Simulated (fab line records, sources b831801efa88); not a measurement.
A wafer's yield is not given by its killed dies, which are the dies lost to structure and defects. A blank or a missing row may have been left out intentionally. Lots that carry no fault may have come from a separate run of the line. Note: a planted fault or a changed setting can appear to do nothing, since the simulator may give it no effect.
Which of the tools did it? / flow sky130 / 33 wafers from 11 lots sampled at 4 of the route's 708 steps

## WHAT EACH GAUGE READ, for each wafer
SKY_CAP2M_RS_MEAS_03: measurement is done with a four-point probe.
lot=L969; measured=day 40 13:53; on=film-metro-01; CAP2M_TIN_RS (ohm/sq)=6.95 6.99 6.97
lot=L970; measured=day 40 18:05; on=film-metro-01; CAP2M_TIN_RS (ohm/sq)=6.80 6.74 6.75
lot=L971; measured=day 40 21:49; on=film-metro-03; CAP2M_TIN_RS (ohm/sq)=6.88 6.85 6.75
lot=L972; measured=day 41 09:45; on=film-metro-03; CAP2M_TIN_RS (ohm/sq)=6.82 6.77 6.81
lot=L973; measured=day 41 14:50; on=film-metro-03; CAP2M_TIN_RS (ohm/sq)=6.91 6.89 6.97
lot=L976; measured=day 42 04:36; on=film-metro-04; CAP2M_TIN_RS (ohm/sq)=6.78 6.88 6.96
lot=L978; measured=day 42 21:28; on=film-metro-03; CAP2M_TIN_RS (ohm/sq)=6.89 6.81 6.95
lot=L979; measured=day 43 01:07; on=film-metro-03; CAP2M_TIN_RS (ohm/sq)=7.01 6.98 6.92
lot=L980; measured=day 43 12:24; on=film-metro-03; CAP2M_TIN_RS (ohm/sq)=6.75 6.78 6.78
lot=L982; measured=day 43 18:14; on=film-metro-04; CAP2M_TIN_RS (ohm/sq)=6.85 6.92 6.93
lot=L983; measured=day 44 10:58; on=film-metro-03; CAP2M_TIN_RS (ohm/sq)=6.84 6.95 6.90

## EACH LOT AND THE TOOL THAT RAN IT (in order: tool; ch and the chambers of the sampled wafers; start)
lot=L969; SKY_VIA3_ETCH_14=rie-diel-02 ch 0,1,3, day 40 12:08; SKY_VIA3_SPUTTER_20=pvd-sputter-02, day 40 12:50; SKY_METAL4_SPUTTER_02=pvd-sputter-04, day 40 13:33
lot=L970; SKY_VIA3_ETCH_14=rie-diel-02 ch 2,3, day 40 16:21; SKY_VIA3_SPUTTER_20=pvd-sputter-02, day 40 17:02; SKY_METAL4_SPUTTER_02=pvd-sputter-04, day 40 17:45
lot=L971; SKY_VIA3_ETCH_14=rie-diel-03 ch 1,2,3, day 40 20:06; SKY_VIA3_SPUTTER_20=pvd-sputter-03, day 40 20:47; SKY_METAL4_SPUTTER_02=pvd-sputter-04, day 40 21:30
lot=L972; SKY_VIA3_ETCH_14=rie-diel-04 ch 1,2,3, day 41 07:54; SKY_VIA3_SPUTTER_20=pvd-sputter-03, day 41 08:37; SKY_METAL4_SPUTTER_02=pvd-sputter-03, day 41 09:27
lot=L973; SKY_VIA3_ETCH_14=rie-diel-02 ch 0,3, day 41 13:05; SKY_VIA3_SPUTTER_20=pvd-sputter-03, day 41 13:47; SKY_METAL4_SPUTTER_02=pvd-sputter-01, day 41 14:30
lot=L976; SKY_VIA3_ETCH_14=rie-diel-02 ch 0,2,3, day 42 02:51; SKY_VIA3_SPUTTER_20=pvd-sputter-02, day 42 03:32; SKY_METAL4_SPUTTER_02=pvd-sputter-03, day 42 04:15
lot=L978; SKY_VIA3_ETCH_14=rie-diel-04 ch 0,2, day 42 19:42; SKY_VIA3_SPUTTER_20=pvd-sputter-03, day 42 20:24; SKY_METAL4_SPUTTER_02=pvd-sputter-04, day 42 21:07
lot=L979; SKY_VIA3_ETCH_14=rie-diel-02 ch 0,2,3, day 42 23:23; SKY_VIA3_SPUTTER_20=pvd-sputter-01, day 43 00:05; SKY_METAL4_SPUTTER_02=pvd-sputter-04, day 43 00:49
lot=L980; SKY_VIA3_ETCH_14=rie-diel-03 ch 1,2,3, day 43 10:40; SKY_VIA3_SPUTTER_20=pvd-sputter-01, day 43 11:22; SKY_METAL4_SPUTTER_02=pvd-sputter-01, day 43 12:05
lot=L982; SKY_VIA3_ETCH_14=rie-diel-04 ch 0,1, day 43 16:29; SKY_VIA3_SPUTTER_20=pvd-sputter-03, day 43 17:13; SKY_METAL4_SPUTTER_02=pvd-sputter-04, day 43 17:55
lot=L983; SKY_VIA3_ETCH_14=rie-diel-04 ch 0,2, day 44 09:11; SKY_VIA3_SPUTTER_20=pvd-sputter-02, day 44 09:55; SKY_METAL4_SPUTTER_02=pvd-sputter-04, day 44 10:38
- SKY_VIA3_ETCH_14: etches BARC in N2/H2, stops on SiO2, time 45.9 s, target depth 60 nm.
- SKY_VIA3_SPUTTER_20: material TiN, target thk 20 nm, time 80 s.
- SKY_METAL4_SPUTTER_02: material AlCu, target thk 735 nm, time 39.1 s.

## AS READ BY THE TOOLS THEMSELVES (means over the sampled wafers that have a number; for cases with no such wafer, the mark the record gives instead)
SKY_VIA3_ETCH_14.
lot=L969; tool=rie-diel-02; drypump-motor-current-A (A)=5.5; oes-product-au (a.u.)=0.853; throttle-valve-pct (%)=13.220
lot=L970; tool=rie-diel-02; drypump-motor-current-A (A)=6.0; oes-product-au (a.u.)=0.853; throttle-valve-pct (%)=13.229
lot=L971; tool=rie-diel-03; drypump-motor-current-A (A)=5.7; oes-product-au (a.u.)=0.849; throttle-valve-pct (%)=13.222
lot=L972; tool=rie-diel-04; drypump-motor-current-A (A)=5.3; oes-product-au (a.u.)=0.854; throttle-valve-pct (%)=13.233
lot=L973; tool=rie-diel-02; drypump-motor-current-A (A)=5.8; oes-product-au (a.u.)=0.855; throttle-valve-pct (%)=13.230
lot=L976; tool=rie-diel-02; drypump-motor-current-A (A)=6.0; oes-product-au (a.u.)=0.853; throttle-valve-pct (%)=13.215
lot=L978; tool=rie-diel-04; drypump-motor-current-A (A)=6.0; oes-product-au (a.u.)=0.853; throttle-valve-pct (%)=13.225
lot=L979; tool=rie-diel-02; drypump-motor-current-A (A)=6.0; oes-product-au (a.u.)=0.853; throttle-valve-pct (%)=13.233
lot=L980; tool=rie-diel-03; drypump-motor-current-A (A)=5.7; oes-product-au (a.u.)=0.854; throttle-valve-pct (%)=13.226
lot=L982; tool=rie-diel-04; drypump-motor-current-A (A)=6.3; oes-product-au (a.u.)=0.851; throttle-valve-pct (%)=13.225
lot=L983; tool=rie-diel-04; drypump-motor-current-A (A)=6.4; oes-product-au (a.u.)=0.852; throttle-valve-pct (%)=13.221

SKY_VIA3_SPUTTER_20.
lot=L969; tool=pvd-sputter-02; throttle-valve-pct (%)=30.9
lot=L970; tool=pvd-sputter-02; throttle-valve-pct (%)=30.2
lot=L971; tool=pvd-sputter-03; throttle-valve-pct (%)=29.6
lot=L972; tool=pvd-sputter-03; throttle-valve-pct (%)=29.8
lot=L973; tool=pvd-sputter-03; throttle-valve-pct (%)=29.0
lot=L976; tool=pvd-sputter-02; throttle-valve-pct (%)=30.2
lot=L978; tool=pvd-sputter-03; throttle-valve-pct (%)=29.3
lot=L979; tool=pvd-sputter-01; throttle-valve-pct (%)=31.3
lot=L980; tool=pvd-sputter-01; throttle-valve-pct (%)=29.9
lot=L982; tool=pvd-sputter-03; throttle-valve-pct (%)=29.5
lot=L983; tool=pvd-sputter-02; throttle-valve-pct (%)=29.8

SKY_METAL4_SPUTTER_02.
lot=L969; tool=pvd-sputter-04; throttle-valve-pct (%)=29.7
lot=L970; tool=pvd-sputter-04; throttle-valve-pct (%)=31.5
lot=L971; tool=pvd-sputter-04; throttle-valve-pct (%)=29.2
lot=L972; tool=pvd-sputter-03; throttle-valve-pct (%)=30.3
lot=L973; tool=pvd-sputter-01; throttle-valve-pct (%)=30.0
lot=L976; tool=pvd-sputter-03; throttle-valve-pct (%)=30.3
lot=L978; tool=pvd-sputter-04; throttle-valve-pct (%)=31.5
lot=L979; tool=pvd-sputter-04; throttle-valve-pct (%)=30.3
lot=L980; tool=pvd-sputter-01; throttle-valve-pct (%)=29.9
lot=L982; tool=pvd-sputter-04; throttle-valve-pct (%)=31.1
lot=L983; tool=pvd-sputter-04; throttle-valve-pct (%)=30.2

## THE ANSWER, worked out from the rows above alone
Rule: the usual values come from the lots themselves. The widest of any qualifying gaps counts: lots, ordered by their means at a reading, are off when they make up no more than a third of the lots, leave a main group of 4 or more, and stand apart from it by 3 or more times the standard deviation of that group's means. The tables above print the reading to a certain number of digits; a main group whose means all agree to those digits is not used. Also off: a lot with no number at a reading for which 4 or more lots have one. Where the step has rows for the other lots, those lots are counted as sound. After the gauges, taken in route order, come the tools' own readings; for these a lot's mean is taken, as printed above. The first step at which some lot is off is used, and at that step the reading that is off furthest; a lot without a number counts as furthest.
No lot is off on any of the readings shown, so nothing can be concluded from this.

## WHAT THE SIMULATOR HAD INSERTED
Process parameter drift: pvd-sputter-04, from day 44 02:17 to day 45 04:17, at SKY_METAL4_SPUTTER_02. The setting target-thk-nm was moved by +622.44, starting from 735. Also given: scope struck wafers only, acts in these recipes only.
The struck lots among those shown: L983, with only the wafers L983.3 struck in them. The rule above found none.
